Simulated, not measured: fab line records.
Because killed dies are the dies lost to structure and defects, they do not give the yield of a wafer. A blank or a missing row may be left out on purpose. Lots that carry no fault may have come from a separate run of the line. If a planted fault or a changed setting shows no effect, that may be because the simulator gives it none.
Matching of chambers :: flow gf180mcu :: cmp-02 running GF_V2_CMP_04: 4 sister chambers
The step polishes SiO2. 4 wafers are shown with their chamber, then 7 later ones without.

WAFERS PAIRED WITH THEIR CHAMBERS
wafer: L721.1
chamber: 0
motorCurrentA (A): 15.4

wafer: L721.3
chamber: 2
motorCurrentA (A): 14.1

wafer: L723.2
chamber: 3
motorCurrentA (A): 14.8

wafer: L723.4
chamber: 1
motorCurrentA (A): 13.3

WAFERS WITHOUT THEIR CHAMBER
wafer: L723.6
motorCurrentA (A): 15.5

wafer: L730.2
motorCurrentA (A): 13.9

wafer: L730.5
motorCurrentA (A): 16.1

wafer: L730.6
motorCurrentA (A): 13.5

wafer: L734.3
motorCurrentA (A): 15.9

wafer: L734.4
motorCurrentA (A): 15.3

wafer: L734.6
motorCurrentA (A): 15.0

EACH ONE'S CHAMBER
wafer: L723.6
from the rows above: can't be placed: 0 or 3
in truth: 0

wafer: L730.2
from the rows above: can't be placed: 2 or 1 or 3
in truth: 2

wafer: L730.5
from the rows above: can't be placed: 0 or 3
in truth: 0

wafer: L730.6
from the rows above: can't be placed: 1 or 2
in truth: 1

wafer: L734.3
from the rows above: can't be placed: 0 or 3
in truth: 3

wafer: L734.4
from the rows above: can't be placed: 0 or 3
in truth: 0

wafer: L734.6
from the rows above: can't be placed: 3 or 0 or 2
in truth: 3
Correctly placed: 0 of 7. From these rows, 7 cannot be placed; in 7 the true chamber is one of the candidates. Wrongly placed: 0.
How it was worked out, from the rows above alone: a wafer's distance from a chamber is the root of the sum, over the readings, of the square of ((its reading less the chamber's mean) divided by the reading's scatter). If the next closest chamber is less than 2 further off than the closest, the wafer can't be placed; otherwise it belongs to the closest. Each chamber's mean is taken over the wafers shown for it. The scatter: root of mean squared gap, hidden wafer to nearest shown wafer, with one shown wafer a chamber.
